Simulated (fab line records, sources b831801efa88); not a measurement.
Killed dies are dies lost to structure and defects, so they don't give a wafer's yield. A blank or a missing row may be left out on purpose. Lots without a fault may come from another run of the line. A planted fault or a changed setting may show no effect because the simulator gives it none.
Problem report in the 8D (eight disciplines) form, filled by code | flow sky130 | the parts of the form that need people (team, actions taken, sign-off) are left out

1. THE PROBLEM
spin_speed_rpm at SKY_POLY_GATE_COAT_07 reads a mean of 3047.6 rpm on 6 wafers of 2 lots; wafers without a fault read 3000.1 rpm with a standard deviation of 1.9. That is +25 standard deviations from the usual mean.
The step: resist thk 110 nm.
First seen on wafer L135.1, day 18 19:45, on litho_track-03. The record holds 18 wafers of 6 lots with a number at this step. Rule for "out", or "out of limits": more than 4 standard deviations from the usual mean. The other wafers with a number count as sound.

2. WHAT IT IS AND WHAT IT IS NOT
question                    | is                     | is not
which readings at this step | spin_speed_rpm         | -
which lots                  | L135, L138             | L128, L139, L143, L147
which wafers of those lots  | all that have a number | -
read on which tools         | litho_track-03         | litho_track-04
when                        | from day 18 19:45      | up to then (3 sound wafers); but 9 sound wafers of L139, L143, L147 came after

3. SUSPECTS, AND WHAT RULES EACH OUT
Counting: a tool at a process step up to the reading stays a suspect if it ran every lot that is out and no sound lot after the first of them.
- litho_track-03 at SKY_POLY_GATE_COAT_07 (resist thk 110 nm): kept. It ran every lot that is out, first L135 (day 18 19:45), and no sound lot after that; its last sound lot up to then is L128 (day 16 05:47). Its own readings are out on those wafers: spin_speed_rpm.
Left after counting: litho_track-03 at SKY_POLY_GATE_COAT_07.

4. THE CAUSE (what the simulator had put in)
Process parameter drift: litho_track-03, from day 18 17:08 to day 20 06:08, at SKY_POLY_GATE_COAT_07. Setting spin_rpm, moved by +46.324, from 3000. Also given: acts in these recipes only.
Counting left only this tool.

5. THE CHAIN OF EFFECTS, in route order
Each row: a reading whose mean over the struck wafers that have a number lies more than 3 standard deviations from the usual. Only readings for which the record gives a usual standard deviation are gone through. hours: the time from each lot's start at the first step in this table that gives one to its start at this step, as a median over the lots. sigmas: the change in usual standard deviations.
hours | step                  | reading        | usual      | on struck wafers | change | sigmas
0     | SKY_POLY_GATE_COAT_07 | spin_speed_rpm | 3000.1 rpm | 3047.6           | +47.5  | +25
The process steps in it:
- SKY_POLY_GATE_COAT_07: resist thk 110 nm.
Later measuring or inspecting steps at which every struck wafer that the step has a row for has a number for every such reading, and none has moved that far: SKY_POLY_GATE_CD_MEAS_13, SKY_POLY_GATE_OVL_MEAS_14.

6. WHAT WOULD HAVE CAUGHT IT SOONER
In this record the first reading out of limits was taken at day 18 19:45, 3 hours after the fault began at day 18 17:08.
